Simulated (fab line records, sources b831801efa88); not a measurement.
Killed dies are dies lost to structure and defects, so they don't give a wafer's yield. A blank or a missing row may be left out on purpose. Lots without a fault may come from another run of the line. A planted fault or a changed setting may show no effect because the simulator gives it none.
fab line records | flow gf180mcu
record lots=5 wafers=15 last_day=33
route steps=602 shown M5@532 V5@540 TOP_METAL@567
lots that met no fault: from a run of the same line without faults
start_h: hours from the record's first day to the start of the lot's first wafer shown | wait_h: hours since the lot's step before | " the same as in the row above | L1.1+2: a row that stands for several wafers | - no value, or no start given | * or withheld: withheld | < > ~ a bound
route shown NAME@n: a module of which the file shows steps, and the number in the route of the first | usual: mean/standard deviation of fault-free wafers | same: alike in all rows | chamber/n: place in a boat | sites: the reading at each site | _std_site: their standard deviation | _edge_site: outer sites' mean less inner sites' | radius_mm: how far each site lies from the wafer's centre | mask NAME#n: copy n | behind: the tool/chamber that last shaped the wafer | hold: why the lot was held/for how many hours/how that ended | device: the transistor (n, p or np) that didn't switch | end of line: the same wafers' tests at the end of the route | a step without rows: its recipe alone | killed: dies lost to structure and defects at the first sort, not the wafer's yield | map: a wafer's dies, x killed, . not, _ none there
set.NAME: the setting as run; set.NAME@STEP: as run at that earlier step | model.NAME: the simulator's own value behind a step, which no gauge read
lots at some steps of the route; a table a step, a row a wafer
services: from which hour (start_h, from the record's first day; less than 0 if before it) a tool's chamber was out of use, for how many hours, and why
## steps
# step GF_M5_DEVELOP_06
# recipe develop_time_s=60 dev_temp_c=21
# columns lot.wafer tool chamber start_h wait_h
L079.3+4+6 litho_track-02 0 644.77 0.1
L080.2+3+4 litho_track-04 0 653.50 0.2
L082.1+2+5 litho_track-04 0 670.02 0.2
L085.1+2+4 litho_track-01 0 690.53 0.2
L094.3+5+6 litho_track-04 0 746.32 0.1
# step GF_M5_CD_MEAS_07
# recipe target_cd_nm=280
# usual cd_nm=279.8/1.1
# columns lot.wafer tool chamber start_h wait_h cd_nm
L079.3 cd_sem-01 - 644.91 0.1 279.3
L079.4 " - " " 279.6
L079.6 " - " " 279.2
L080.2 cd_sem-02 - 653.64 0.1 279.5
L080.3 " - " " 279.2
L080.4 " - " " 278.9
L082.1 cd_sem-02 - 670.17 0.1 280.3
L082.2 " - " " 279.7
L082.5 " - " " 279.8
L085.1 cd_sem-01 - 690.68 0.1 281.8
L085.2 " - " " 281.0
L085.4 " - " " 281.3
L094.3 cd_sem-01 - 746.46 0.1 278.6
L094.5 " - " " 279.7
L094.6 " - " " 279.9
# step GF_M5_OVL_MEAS_08
# usual M5_OVL=-4/5.8
# columns lot.wafer tool chamber start_h wait_h M5_OVL[nm]
L079.3 overlay-02 - 645.00 0.1 -12
L079.4 " - " " -10
L079.6 " - " " -1
L080.2 overlay-01 - 653.75 0.1 -8
L080.3 " - " " -3
L080.4 " - " " -5
L082.1 overlay-01 - 670.29 0.1 -3
L082.2 " - " " -4
L082.5 " - " " -15
L085.1 overlay-01 - 690.80 0.1 -1
L085.2 " - " " 1
L085.4 " - " " -2
L094.3 overlay-02 - 746.56 0.1 -2
L094.5 " - " " 7
L094.6 " - " " -2
# step GF_M5_ETCH_09
# recipe chemistry=CF4/O2 target=Si3N4 target_depth_nm=52 source_w=800 bias_w=150 pressure_mtorr=150 cf4_flow_sccm=80 O2_flow_sccm=10 time_s=11.6
# usual drypump_motor_current_A=5.9/0.3 oes_product_au=1.001/0.012 throttle_valve_pct=5.970/0.0097
# columns lot.wafer tool chamber start_h wait_h drypump_motor_current_A oes_product_au rf_hours_counter_h throttle_valve_pct
L079.3 rie_diel-01 2 645.03 0.0 5.8 0.996 8 5.984
L079.4 " 3 " " 6.1 0.966 12 5.974
L079.6 " 2 " " 5.8 0.995 - 5.980
L080.2 rie_diel-01 1 653.78 0.0 5.7 0.995 18 5.955
L080.3 " 3 " " 6.1 0.980 13 5.974
L080.4 " 1 " " 5.7 1.002 - 5.965
L082.1 rie_diel-01 0 670.33 0.0 6.0 0.986 14 5.966
L082.2 " 3 " " 6.1 0.978 13 5.971
L082.5 " 1 " " 5.7 0.982 - 5.979
L085.1 rie_diel-04 2 690.84 0.0 5.5 0.997 22 5.973
L085.2 " 3 " " 6.0 1.008 50 5.961
L085.4 " 0 " " 6.4 0.993 2 5.983
L094.3 rie_diel-01 2 746.58 0.0 5.8 1.010 12 5.954
L094.5 " 3 " " 6.2 0.997 - 5.968
L094.6 " 0 " " 6.0 0.988 - 5.967
# step GF_M5_METAL_ETCH_10
# recipe chemistry=Cl2/BCl3 mask_material=KrF target_depth_nm=750.8 stop_on=SiO2 pressure_mtorr=8 icp_w=800 bias_w=140 Cl2_flow_sccm=80 bcl3_flow_sccm=40 time_s=125.1
# usual drypump_motor_current_A=5.8/0.34 he_backside_leak_sccm=3.43/0.24 oes_product_au=0.990/0.0058 throttle_valve_pct=28.229/0.01
# columns lot.wafer tool chamber start_h wait_h drypump_motor_current_A he_backside_leak_sccm oes_product_au rf_hours_counter_h throttle_valve_pct
L079.3 rie_metal-01 0 645.09 0.1 6.4 3.54 0.990 - 28.233
L079.4 " 1 " " 5.6 3.23 0.983 - 28.226
L079.6 " 0 " " 6.3 3.44 0.987 - 28.230
L080.2 rie_metal-04 1 653.80 0.0 5.3 3.30 0.987 14 28.230
L080.3 " 1 " " 5.3 3.24 0.990 - 28.222
L080.4 " 0 " " 6.0 3.29 0.983 - 28.257
L082.1 rie_metal-01 1 670.35 0.0 5.6 3.17 0.995 4 28.217
L082.2 " 0 " " 6.3 3.55 0.996 13 28.222
L082.5 " 0 " " 6.3 3.49 0.998 - 28.218
L085.1 rie_metal-03 1 690.86 0.0 6.0 3.73 0.990 9 28.238
L085.2 " 0 " " 5.5 3.54 0.994 10 28.242
L085.4 " 1 " " 6.0 3.59 0.986 - 28.235
L094.3 rie_metal-01 1 746.69 0.1 5.7 3.21 0.996 - 28.217
L094.5 " 1 " " 5.7 3.21 0.995 - 28.241
L094.6 " 1 " " 5.6 3.39 1.001 - 28.231
# step GF_M5_STRIP_11
# recipe chemistry=O2/N2 power_w=1400 pressure_mtorr=1500 platen_temp_c=250 o2_flow_sccm=3000 n2_flow_sccm=300 overash_fraction=0.5
# usual drypump_motor_current_A=5.9/0.58 heater_power_w=329/47 oes_product_au=0.524/0.0049 strip_time_to_endpoint_s=7.06/0.048
# columns lot.wafer tool chamber start_h wait_h drypump_motor_current_A heater_power_w oes_product_au rf_hours_counter_h strip_time_to_endpoint_s
L079.3 plasma_asher-01 1 645.21 0.1 4.6 312 0.511 - 6.95
L079.4 " 0 " " 6.6 403 0.519 - 7.05
L079.6 " 1 " " 4.6 303 0.517 - 6.96
L080.2 plasma_asher-02 1 653.93 0.1 6.1 336 0.523 85 7.09
L080.3 " 0 " " 5.6 387 0.522 - 7.11
L080.4 " 1 " " 6.1 339 0.522 - 7.10
L082.1 plasma_asher-03 0 670.48 0.1 6.0 265 0.525 101 7.07
L082.2 " 1 " " 6.2 310 0.517 101 7.04
L082.5 " 0 " " 6.0 262 0.512 - 7.00
L085.1 plasma_asher-01 1 690.99 0.1 4.6 304 0.530 29 7.10
L085.2 " 0 " " 6.6 401 0.521 29 7.12
L085.4 " 0 " " 6.6 399 0.522 - 7.15
L094.3 plasma_asher-03 0 746.89 0.2 6.0 270 0.525 - 7.04
L094.5 " 0 " " 6.0 268 0.527 - 7.07
L094.6 " 1 " " 6.1 293 0.523 - 7.10
# step GF_M5_STRIP_12
# recipe chemistry=post_etch_residue_remover time_s=1200 temp_c=72.5
# columns lot.wafer tool chamber start_h wait_h
L079.3+4+6 wet_bench-04 3 645.28 0.0
L080.2+3+4 wet_bench-04 0 654.03 0.1
L082.1+2+5 wet_bench-01 2 670.58 0.1
L085.1+2+4 wet_bench-02 3 691.09 0.1
L094.3+5+6 wet_bench-04 1 746.96 0.0
# step GF_M5_CLEAN_13
# recipe chemistry=DIW dry=n2_spin
# columns lot.wafer tool chamber start_h wait_h
L079.3+4+6 wet_bench-02 3 645.62 0.0
L080.2+3+4 wet_bench-02 2 654.37 0.0
L082.1+2+5 wet_bench-02 0 670.96 0.0
L085.1+2+4 wet_bench-01 3 691.43 0.0
L094.3+5+6 wet_bench-01 3 747.33 0.0
# step GF_V5_CVD_00
# recipe material=SiO2 target_thk_nm=300 sigma_open_frac=0.3 temp_c=400 time_s=50 sih4_flow_sccm=60 pressure_mtorr=6
# columns lot.wafer tool chamber start_h wait_h
L079.3+4+6 hdpcvd-02 2,2,0 645.72 0.0
L080.2+3+4 hdpcvd-01 0,2,2 654.47 0.0
L082.1+2+5 hdpcvd-02 0,1,2 671.05 0.0
L085.1+2+4 hdpcvd-02 0,1,1 691.53 0.0
L094.3+5+6 hdpcvd-02 2,1,2 747.43 0.0
# step GF_V5_THK_MEAS_01
# recipe reads=SiO2_of_V5_CVD_00
# usual V5_CVD_00_THK=301/3.1
# columns lot.wafer tool chamber start_h wait_h V5_CVD_00_THK[nm]
L079.3 film_metro-04 - 645.78 0.0 304
L079.4 " - " " 304
L079.6 " - " " 301
L080.2 film_metro-04 - 654.53 0.0 296
L080.3 " - " " 304
L080.4 " - " " 304
L082.1 film_metro-03 - 671.09 0.0 296
L082.2 " - " " 303
L082.5 " - " " 298
L085.1 film_metro-04 - 691.58 0.0 298
L085.2 " - " " 299
L085.4 " - " " 302
L094.3 film_metro-04 - 747.49 0.0 299
L094.5 " - " " 304
L094.6 " - " " 302
# step GF_V5_CVD_02
# recipe material=SiO2 target_thk_nm=1450 precursor=TEOS temp_c=400 time_s=163.28 rf_w=600
# usual heater_power_w=672/100
# columns lot.wafer tool chamber start_h wait_h heater_power_w
L079.3 pecvd-01 1 645.82 0.0 671
L079.4 " 2 " " 735
L079.6 " 0 " " 742
L080.2 pecvd-01 1 654.58 0.0 649
L080.3 " 2 " " 776
L080.4 " 2 " " 874
L082.1 pecvd-02 2 671.15 0.1 589
L082.2 " 0 " " 646
L082.5 " 2 " " 484
L085.1 pecvd-04 2 691.64 0.1 612
L085.2 " 1 " " 759
L085.4 " 0 " " 610
L094.3 pecvd-01 1 747.53 0.0 688
L094.5 " 1 " " 531
L094.6 " 2 " " 890
# step GF_V5_THK_MEAS_03
# recipe reads=SiO2_of_V5_CVD_02
# usual V5_CVD_02_THK=1447/18
# columns lot.wafer tool chamber start_h wait_h V5_CVD_02_THK[nm]
L079.3 film_metro-04 - 645.95 0.1 1439
L079.4 " - " " 1451
L079.6 " - " " 1462
L080.2 film_metro-04 - 654.70 0.1 1449
L080.3 " - " " 1432
L080.4 " - " " 1456
L082.1 film_metro-03 - 671.26 0.1 1431
L082.2 " - " " 1419
L082.5 " - " " 1452
L085.1 film_metro-04 - 691.74 0.1 1435
L085.2 " - " " 1437
L085.4 " - " " 1469
L094.3 film_metro-03 - 747.66 0.1 1449
L094.5 " - " " 1467
L094.6 " - " " 1468
# step GF_V5_CMP_04
# recipe material=SiO2 down_force_psi=4 platen_rpm=60 pad_velocity_m_s=0.94248
# usual edge_zone_pressure_frac=0.999/0.0045 motor_current_A=12.9/1.2
# columns lot.wafer tool chamber start_h wait_h edge_zone_pressure_frac motor_current_A
L079.4 cmp-02 0 646.47 0.5 0.998 11.7
L079.3 " 1 " " 1.002 14.6
L079.6 " 1 " " 1.005 14.6
L080.3 cmp-02 2 659.09 4.4 1.003 13.9
L080.4 " 0 " " 0.999 11.8
L080.2 " 1 " " 1.001 13.9
L082.2 cmp-02 0 671.74 0.5 0.999 11.7
L082.1 " 1 " " 1.003 15.1
L082.5 " 3 " " 0.999 11.3
L085.1 cmp-02 3 691.90 0.1 1.004 12.2
L085.4 " 1 " " 1.003 14.2
L085.2 " 2 " " 0.998 14.2
L094.3 cmp-01 3 747.75 0.1 0.994 11.9
L094.6 " 2 " " 1.003 14.7
L094.5 " 3 " " 0.999 13.0
# step GF_V5_BOW_MEAS_05
# recipe mode=bow
# usual V5_BOW=135/9.2
# columns lot.wafer tool chamber start_h wait_h V5_BOW[um]
L079.3 film_metro-04 - 646.81 0.2 116
L079.4 " - " " 130
L079.6 " - " " 132
L080.2 film_metro-03 - 659.41 0.1 120
L080.3 " - " " 124
L080.4 " - " " 121
L082.1 film_metro-03 - 671.94 0.1 122
L082.2 " - " " 130
L082.5 " - " " 129
L085.1 film_metro-01 - 692.20 0.2 138
L085.2 " - " " 127
L085.4 " - " " 141
L094.3 film_metro-03 - 748.04 0.2 130
L094.5 " - " " 128
L094.6 " - " " 137
# step GF_V5_DEHYDRATE_06
# recipe temp_c=200 time_s=60
# columns lot.wafer tool chamber start_h wait_h
L079.3+4+6 litho_track-03 0 655.54 8.7
L080.2+3+4 litho_track-02 0 667.00 7.6
L082.1+2+5 litho_track-03 0 681.59 9.6
L085.1+2+4 litho_track-04 0 700.97 8.8
L094.3+5+6 litho_track-04 0 756.07 8.0
# step GF_V5_HMDS_07
# recipe prime_time_s=60 prime_temp_c=120
# columns lot.wafer tool chamber start_h wait_h
L079.3+4+6 litho_track-03 0 655.69 0.1
L080.2+3+4 litho_track-02 0 667.15 0.1
L082.1+2+5 litho_track-03 0 681.74 0.1
L085.1+2+4 litho_track-04 0 701.12 0.1
L094.3+5+6 litho_track-04 0 756.22 0.1
# step GF_V5_COAT_08
# recipe resist=BARC temp_c=withheld time_s=withheld spin_rpm=withheld resist_thk_nm=withheld
# columns lot.wafer tool chamber start_h wait_h
L079.3+4+6 litho_track-03 0 655.84 0.1
L080.2+3+4 litho_track-02 0 667.30 0.1
L082.1+2+5 litho_track-03 0 681.89 0.1
L085.1+2+4 litho_track-04 0 701.27 0.1
L094.3+5+6 litho_track-04 0 756.37 0.1
# step GF_V5_COAT_09
# recipe resist=KrF spin_rpm=withheld resist_thk_nm=1000
# columns lot.wafer tool chamber start_h wait_h
L079.3+4+6 litho_track-03 0 - -
L080.2+3+4 litho_track-02 0 - -
L082.1+2+5 litho_track-03 0 - -
L085.1+2+4 litho_track-04 0 - -
L094.3+5+6 litho_track-04 0 - -
# step GF_V5_SOFTBAKE_10
# recipe temp_c=130 time_s=60 resist=KrF
# columns lot.wafer tool chamber start_h wait_h
L079.3+4+6 litho_track-03 0 - -
L080.2+3+4 litho_track-02 0 - -
L082.1+2+5 litho_track-03 0 - -
L085.1+2+4 litho_track-04 0 - -
L094.3+5+6 litho_track-04 0 - -
# step GF_V5_EXPOSE_11
# recipe mask_id=Via5 target_cd_nm=260 na=0.68 source_shape=conventional sigma_outer=0.6 dose_mj=38
# usual focus_offset_nm=0.0/0.5
# same na=0.68
# columns lot.wafer tool chamber start_h wait_h mask focus_offset_nm
L079.3 krf_scanner-02 0 - - Via5#0 -0.6
L079.4 " 0 " " Via5#0 0.6
L079.6 " 0 " " Via5#0 0.2
L080.2 krf_scanner-02 0 - - Via5#0 -0.5
L080.3 " 0 " " Via5#0 -0.4
L080.4 " 0 " " Via5#0 -0.4
L082.1 krf_scanner-01 0 - - Via5#0 -0.1
L082.2 " 0 " " Via5#0 0.9
L082.5 " 0 " " Via5#0 0.5
L085.1 krf_scanner-01 0 - - Via5#0 0.0
L085.2 " 0 " " Via5#0 -0.1
L085.4 " 0 " " Via5#0 -0.1
L094.3 krf_scanner-02 0 - - Via5#0 0.6
L094.5 " 0 " " Via5#0 -0.3
L094.6 " 0 " " Via5#0 0.8
# step GF_V5_PEB_12
# recipe peb_temp_c=135 peb_time_s=90 resist=KrF
# columns lot.wafer tool chamber start_h wait_h
L079.3+4+6 litho_track-03 0 - -
L080.2+3+4 litho_track-04 0 - -
L082.1+2+5 litho_track-03 0 - -
L085.1+2+4 litho_track-02 0 - -
L094.3+5+6 litho_track-04 0 - -
# step GF_V5_DEVELOP_13
# recipe develop_time_s=60 resist=KrF dev_temp_c=21
# columns lot.wafer tool chamber start_h wait_h
L079.3+4+6 litho_track-03 0 664.69 0.1
L080.2+3+4 litho_track-04 0 677.75 0.2
L082.1+2+5 litho_track-03 0 691.04 0.2
L085.1+2+4 litho_track-02 0 710.17 0.2
L094.3+5+6 litho_track-04 0 763.92 0.1
# step GF_V5_CD_MEAS_14
# recipe target_cd_nm=260
# usual cd_nm=259.9/1.3
# columns lot.wafer tool chamber start_h wait_h cd_nm
L079.3 cd_sem-01 - 664.83 0.1 260.5
L079.4 " - " " 260.3
L079.6 " - " " 260.1
L080.2 cd_sem-02 - 677.89 0.1 260.9
L080.3 " - " " 261.4
L080.4 " - " " 259.8
L082.1 cd_sem-02 - 691.19 0.1 259.4
L082.2 " - " " 261.7
L082.5 " - " " 259.2
L085.1 cd_sem-01 - 710.32 0.1 259.8
L085.2 " - " " 259.9
L085.4 " - " " 259.6
L094.3 cd_sem-01 - 764.06 0.1 260.4
L094.5 " - " " 259.5
L094.6 " - " " 259.2
# step GF_V5_OVL_MEAS_15
# usual V5_OVL=-6/5.9
# columns lot.wafer tool chamber start_h wait_h V5_OVL[nm]
L079.3 overlay-02 - 664.92 0.1 -3
L079.4 " - " " -16
L079.6 " - " " -9
L080.2 overlay-02 - 678.00 0.1 -9
L080.3 " - " " -14
L080.4 " - " " -8
L082.1 overlay-02 - 691.31 0.1 -3
L082.2 " - " " -6
L082.5 " - " " -4
L085.1 overlay-01 - 710.44 0.1 -9
L085.2 " - " " -9
L085.4 " - " " -7
L094.3 overlay-01 - 764.16 0.1 -2
L094.5 " - " " 4
L094.6 " - " " 3
# step GF_V5_ETCH_16
# recipe chemistry=N2/H2 target_depth_a=withheld overetch_a=withheld time_s=withheld target=BARC ion_energy_ev=200 source_w=500 bias_w=100 pressure_mtorr=30 n2_flow_sccm=100 h2_flow_sccm=200
# usual drypump_motor_current_A=6.0/0.35 oes_product_au=0.855/0.0048 throttle_valve_pct=13.224/0.0095
# columns lot.wafer tool chamber start_h wait_h drypump_motor_current_A oes_product_au throttle_valve_pct
L079.3 rie_diel-02 3 664.94 0.0 6.7 0.857 13.210
L079.4 " 1 " " 5.7 0.852 13.217
L079.6 " 0 " " 5.7 0.858 13.222
L080.2 rie_diel-02 0 678.03 0.0 5.7 0.848 13.219
L080.3 " 3 " " 6.8 0.855 13.218
L080.4 " 1 " " 5.7 0.855 13.229
L082.1 rie_diel-02 2 691.34 0.0 6.3 0.849 13.223
L082.2 " 0 " " 5.7 0.845 13.215
L082.5 " 1 " " 5.7 0.851 13.229
L085.1 rie_diel-04 0 710.48 0.0 6.4 0.858 13.237
L085.2 " 3 " " 6.0 0.853 13.221
L085.4 " 1 " " 5.9 0.854 13.229
L094.3 rie_diel-02 3 764.18 0.0 6.7 0.858 13.215
L094.5 " 0 " " 5.7 0.857 13.225
L094.6 " 1 " " 5.6 0.849 13.212
# step GF_V5_ETCH_17
# recipe chemistry=C4F8/O2/Ar mask_material=KrF target=SiO2 stop_on=TiN source_w=1500 bias_w=1200 pressure_mtorr=40 c4f8_flow_sccm=withheld O2_flow_sccm=6 Ar_flow_sccm=300 time_s=withheld target_depth_a=8550
# usual oes_product_au=0.859/0.0047
# columns lot.wafer tool chamber start_h wait_h oes_product_au
L079.3 rie_diel-02 3 - - 0.863
L079.4 " 1 " " 0.862
L079.6 " 0 " " 0.856
L080.2 rie_diel-02 0 - - 0.862
L080.3 " 3 " " 0.858
L080.4 " 1 " " 0.864
L082.1 rie_diel-02 2 - - 0.862
L082.2 " 0 " " 0.852
L082.5 " 1 " " 0.856
L085.1 rie_diel-04 0 - - 0.861
L085.2 " 3 " " 0.858
L085.4 " 1 " " 0.855
L094.3 rie_diel-02 3 - - 0.862
L094.5 " 0 " " 0.860
L094.6 " 1 " " 0.856
# step GF_V5_STRIP_18
# recipe chemistry=O2/N2 power_w=1400 pressure_mtorr=1500 platen_temp_c=250 o2_flow_sccm=3000 n2_flow_sccm=300 overash_fraction=0.5
# usual drypump_motor_current_A=5.7/0.73 heater_power_w=356/39 oes_product_au=0.568/0.0048
# columns lot.wafer tool chamber start_h wait_h drypump_motor_current_A heater_power_w oes_product_au rf_hours_counter_h
L079.3 plasma_asher-02 0 665.13 - 5.6 372 0.568 -
L079.4 " 1 " " 6.2 349 0.568 -
L079.6 " 0 " " 5.6 376 0.562 -
L080.2 plasma_asher-01 0 678.18 - 6.6 399 0.571 28
L080.3 " 0 " " 6.6 403 0.566 -
L080.4 " 1 " " 4.6 314 0.564 -
L082.1 plasma_asher-02 1 691.50 - 6.2 345 0.566 89
L082.2 " 0 " " 5.6 386 0.567 89
L082.5 " 1 " " 6.2 342 0.568 -
L085.1 plasma_asher-01 1 710.63 - 4.6 309 0.572 31
L085.2 " 0 " " 6.6 404 0.567 31
L085.4 " 1 " " 4.6 306 0.561 -
L094.3 plasma_asher-04 1 764.37 - 6.0 394 0.571 -
L094.5 " 1 " " 6.0 391 0.561 -
L094.6 " 0 " " 5.3 298 0.566 -
# step GF_V5_STRIP_19
# recipe chemistry=post_etch_residue_remover time_s=1200 temp_c=72.5
# columns lot.wafer tool chamber start_h wait_h
L079.3+4+6 wet_bench-01 1 665.20 0.0
L080.2+3+4 wet_bench-03 3 678.28 0.1
L082.1+2+5 wet_bench-04 0 691.60 0.1
L085.1+2+4 wet_bench-04 3 710.73 0.1
L094.3+5+6 wet_bench-03 1 764.43 0.0
# step GF_V5_CLEAN_20
# recipe chemistry=DIW dry=n2_spin
# columns lot.wafer tool chamber start_h wait_h
L079.3+4+6 wet_bench-04 1 665.54 0.0
L080.2+3+4 wet_bench-04 0 678.66 0.0
L082.1+2+5 wet_bench-01 1 691.94 0.0
L085.1+2+4 wet_bench-03 1 711.07 0.0
L094.3+5+6 wet_bench-01 1 764.80 0.0
# step GF_V5_SPUTTER_21
# recipe material=Ti target_thk_nm=15 chamber_pressure_pa=5 power_w=2500 substrate_temp_c=200 time_s=80.02
# usual throttle_valve_pct=29.9/0.82
# columns lot.wafer tool chamber start_h wait_h throttle_valve_pct
L079.3 pvd_sputter-03 - 665.63 0.0 28.5
L079.4 " - " " 30.0
L079.6 " - " " 30.0
L080.2 pvd_sputter-01 - 678.75 0.0 29.8
L080.3 " - " " 30.2
L080.4 " - " " 29.9
L082.1 pvd_sputter-01 - 692.04 0.0 30.6
L082.2 " - " " 30.2
L082.5 " - " " 29.6
L085.1 pvd_sputter-04 - 711.16 0.0 29.3
L085.2 " - " " 31.3
L085.4 " - " " 31.3
L094.3 pvd_sputter-03 - 764.99 0.0 28.1
L094.5 " - " " 28.5
L094.6 " - " " 29.7
# step GF_V5_SPUTTER_22
# recipe material=TiN target_thk_nm=10 chamber_pressure_pa=5 power_w=4000 time_s=40
# usual throttle_valve_pct=29.9/0.81
# columns lot.wafer tool chamber start_h wait_h throttle_valve_pct
L079.3 pvd_sputter-03 - 665.69 0.0 28.4
L079.4 " - " " 30.1
L079.6 " - " " 30.0
L080.2 pvd_sputter-01 - 678.81 0.0 29.9
L080.3 " - " " 29.8
L080.4 " - " " 29.5
L082.1 pvd_sputter-01 - 692.10 0.0 30.4
L082.2 " - " " 30.1
L082.5 " - " " 29.4
L085.1 pvd_sputter-04 - 711.22 0.0 29.0
L085.2 " - " " 31.1
L085.4 " - " " 31.1
L094.3 pvd_sputter-03 - 765.05 0.0 28.3
L094.5 " - " " 28.5
L094.6 " - " " 29.9
# step GF_V5_CVD_23
# recipe material=W target_thk_nm=350 time_s=104.9 temp_c=400 pressure_torr=40
# usual heater_power_w=900/100
# columns lot.wafer tool chamber start_h wait_h heater_power_w
L079.3 cvd_w-02 0 665.77 0.1 1001
L079.4 " 1 " " 818
L079.6 " 0 " " 1038
L080.2 cvd_w-01 1 678.85 0.0 850
L080.3 " 0 " " 809
L080.4 " 1 " " 853
L082.1 cvd_w-02 1 692.14 0.0 813
L082.2 " 0 " " 1038
L082.5 " 0 " " 1021
L085.1 cvd_w-02 0 711.26 0.0 1020
L085.2 " 1 " " 833
L085.4 " 1 " " 825
L094.3 cvd_w-02 0 765.13 0.1 1056
L094.5 " 0 " " 1043
L094.6 " 1 " " 853
# step GF_V5_RS_MEAS_24
# recipe thk_meas_gauge=four-point-probe reads=W_of_V5_CVD_23+TiN_of_V5_SPUTTER_22+Ti_of_V5_SPUTTER_21
# usual V5_W_RS=0.327/0.0038
# columns lot.wafer tool chamber start_h wait_h V5_W_RS[ohm/sq]
L079.3 film_metro-04 - 665.88 0.1 0.326
L079.4 " - " " 0.329
L079.6 " - " " 0.323
L080.2 film_metro-04 - 678.98 0.1 0.331
L080.3 " - " " 0.331
L080.4 " - " " 0.329
L082.1 film_metro-04 - 692.25 0.1 0.327
L082.2 " - " " 0.323
L082.5 " - " " 0.323
L085.1 film_metro-03 - 711.37 0.1 0.324
L085.2 " - " " 0.326
L085.4 " - " " 0.326
L094.3 film_metro-03 - 765.24 0.1 0.326
L094.5 " - " " 0.325
L094.6 " - " " 0.337
# step GF_V5_THK_MEAS_25
# recipe thk_meas_gauge=xrf reads=W_of_V5_CVD_23
# usual V5_W_THK=352/6
# columns lot.wafer tool chamber start_h wait_h V5_W_THK[nm]
L079.3 film_metro-04 - 665.98 0.1 348
L079.4 " - " " 353
L079.6 " - " " 354
L080.2 film_metro-04 - 679.09 0.1 346
L080.3 " - " " 345
L080.4 " - " " 349
L082.1 film_metro-04 - 692.37 0.1 350
L082.2 " - " " 354
L082.5 " - " " 356
L085.1 film_metro-03 - 711.49 0.1 350
L085.2 " - " " 346
L085.4 " - " " 346
L094.3 film_metro-03 - 765.34 0.1 347
L094.5 " - " " 350
L094.6 " - " " 336
# step GF_V5_CMP_26
# recipe stop_on=SiO2 down_force_psi=3.5 platen_rpm=60 t_overpolish_s=15 target_thk_nm=0 pad_velocity_m_s=0.94248
# usual edge_zone_pressure_frac=1.000/0.0045 motor_current_A=11.7/1.2 overpolish_run_s=15.001/0.0088 time_to_endpoint_s=84/3.4
# columns lot.wafer tool chamber start_h wait_h edge_zone_pressure_frac motor_current_A overpolish_run_s time_to_endpoint_s
L079.4 cmp-02 3 666.62 0.6 1.003 10.8 15.011 82
L079.3 " 0 " " 1.001 9.8 14.996 83
L079.6 " 2 " " 0.999 12.0 14.997 85
L080.2 cmp-02 1 679.36 0.3 0.998 12.3 15.001 85
L080.3 " 2 " " 0.999 12.3 14.992 86
L080.4 " 3 " " 1.001 11.4 14.999 81
L082.1 cmp-02 3 692.43 0.1 1.005 10.3 15.016 88
L082.2 " 1 " " 0.991 12.7 15.004 90
L082.5 " 0 " " 0.993 10.7 15.008 86
L085.2 cmp-02 1 711.55 0.0 1.001 13.0 15.000 91
L085.1 " 3 " " 1.002 11.4 14.995 87
L085.4 " 0 " " 1.000 10.6 15.014 89
L094.3 cmp-02 2 765.53 0.2 1.001 12.8 14.987 85
L094.5 " 3 " " 1.006 10.8 15.005 81
L094.6 " 0 " " 0.996 11.1 15.004 80
# step GF_TOP_METAL_SPUTTER_00
# recipe material=Ti target_thk_nm=37.5 arriving_ion_energy_ev=80 substrate_temp_c=200 chamber_pressure_pa=2 power_w=4000 time_s=150
# usual throttle_valve_pct=30.3/1.2
# columns lot.wafer tool chamber start_h wait_h throttle_valve_pct
L079.3 pvd_sputter-02 - 666.82 0.1 31.6
L079.4 " - " " 29.8
L079.6 " - " " 31.1
L080.2 pvd_sputter-02 - 679.66 0.2 29.9
L080.3 " - " " 32.7
L080.4 " - " " 31.2
L082.1 pvd_sputter-02 - 692.73 0.2 30.1
L082.2 " - " " 32.4
L082.5 " - " " 31.6
L085.1 pvd_sputter-04 - 711.85 0.1 30.9
L085.2 " - " " 30.1
L085.4 " - " " 29.4
L094.3 pvd_sputter-03 - 765.68 0.1 30.1
L094.5 " - " " 28.4
L094.6 " - " " 29.7
# step GF_TOP_METAL_SPUTTER_01
# recipe material=TiN target_thk_nm=30 power_w=6500 time_s=25 chamber_pressure_pa=0.4
# usual throttle_valve_pct=30.3/1.2
# columns lot.wafer tool chamber start_h wait_h throttle_valve_pct
L079.3 pvd_sputter-02 - 666.92 0.1 31.6
L079.4 " - " " 29.8
L079.6 " - " " 30.9
L080.2 pvd_sputter-02 - 679.76 0.1 30.0
L080.3 " - " " 32.8
L080.4 " - " " 31.1
L082.1 pvd_sputter-02 - 692.83 0.1 29.8
L082.2 " - " " 32.7
L082.5 " - " " 31.4
L085.1 pvd_sputter-04 - 711.95 0.1 31.0
L085.2 " - " " 30.0
L085.4 " - " " 29.1
L094.3 pvd_sputter-03 - 765.78 0.1 30.1
L094.5 " - " " 28.2
L094.6 " - " " 29.3
# step GF_TOP_METAL_SPUTTER_02
# recipe material=AlCu target_thk_nm=900 power_w=10600 chamber_pressure_pa=0.3 substrate_temp_c=250 gas=Ar time_s=47.82
# usual throttle_valve_pct=30.3/1.2
# columns lot.wafer tool chamber start_h wait_h throttle_valve_pct
L079.3 pvd_sputter-02 - 666.95 0.0 31.8
L079.4 " - " " 29.9
L079.6 " - " " 31.2
L080.2 pvd_sputter-02 - 679.79 0.0 29.9
L080.3 " - " " 32.7
L080.4 " - " " 31.3
L082.1 pvd_sputter-02 - 692.86 0.0 29.9
L082.2 " - " " 32.9
L082.5 " - " " 31.9
L085.1 pvd_sputter-04 - 711.99 0.0 31.0
L085.2 " - " " 29.8
L085.4 " - " " 29.2
L094.3 pvd_sputter-03 - 765.81 0.0 30.3
L094.5 " - " " 28.2
L094.6 " - " " 29.6
## services
# columns tool chamber start_h hours kind
plasma_asher-03 - 623.95 41.9 repair
rie_diel-04 2 624.65 5.0 repair
krf_scanner-01 - 634.31 1.0 pm
pvd_sputter-02 - 636.00 1.7 repair
krf_scanner-02 - 649.35 1.3 pm
cmp-02 - 651.86 0.5 repair
krf_scanner-01 - 653.23 4.0 pm
cmp-02 - 653.28 4.9 pm
rie_diel-01 1 656.38 6.1 repair
pvd_sputter-02 - 660.21 3.0 repair
rie_diel-01 - 666.03 1.0 repair
pecvd-01 - 666.65 2.8 pm
plasma_asher-02 - 669.00 0.5 repair
cmp-02 - 674.08 1.4 repair
pvd_sputter-04 - 700.99 2.8 repair
cmp-02 - 713.57 4.6 repair
rie_diel-02 1 714.02 2.6 repair
plasma_asher-02 - 718.73 1.2 repair
pvd_sputter-03 - 723.22 2.3 repair
cmp-02 - 726.64 4.0 pm
rie_diel-04 3 727.45 6.6 repair
krf_scanner-02 - 750.21 1.0 pm
pvd_sputter-01 - 756.06 4.2 repair
krf_scanner-02 - 761.75 0.8 pm
## key
fault none
